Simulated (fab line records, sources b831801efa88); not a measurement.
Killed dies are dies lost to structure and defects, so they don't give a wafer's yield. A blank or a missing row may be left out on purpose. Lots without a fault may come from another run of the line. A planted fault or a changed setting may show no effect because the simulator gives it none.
Which tool did it? | flow sky130 | 7 lots, 21 wafers sampled, at 1 step of a route of 708

WHAT THE GAUGES READ, wafer by wafer
SKY_SONOS_TUNNEL_CD_MEAS_07: target cd 410 nm.
lot  | measured     | on        | cd_nm (nm)
L693 | day 13 08:17 | cd_sem-02 | 409.9 413.1 410.8
L696 | day 13 23:45 | cd_sem-02 | 410.0 409.6 406.6
L697 | day 14 22:08 | cd_sem-02 | 410.5 410.2 410.4
L703 | day 16 11:11 | cd_sem-01 | 409.6 410.2 410.9
L705 | day 17 02:38 | cd_sem-01 | 408.8 411.3 411.1
L709 | day 18 00:28 | cd_sem-02 | 410.6 412.2 410.8
L711 | day 18 17:47 | cd_sem-02 | 410.4 408.6 408.8

WHICH TOOL RAN EACH LOT (tool, then ch and the chambers of the sampled wafers, then the start)
The record holds no process step before these readings.

THE ANSWER, worked out from the rows above alone
Rule: what is usual is taken from the lots themselves. Put in order of their means at a reading, lots are off if they are a third of the lots or fewer, leave a main group of 4 or more, and stand apart from it by a gap of 3 or more times the standard deviation of the main group's means; of several such gaps the widest counts. A main group whose means are all the same, to the digits that the tables above print for the reading, isn't used. A lot without any number at a reading at which 4 lots or more have one is off too. The other lots that the step has rows for count as sound.
No lot is off at any reading shown: from this, nothing can be told.

WHAT THE SIMULATOR HAD PUT IN
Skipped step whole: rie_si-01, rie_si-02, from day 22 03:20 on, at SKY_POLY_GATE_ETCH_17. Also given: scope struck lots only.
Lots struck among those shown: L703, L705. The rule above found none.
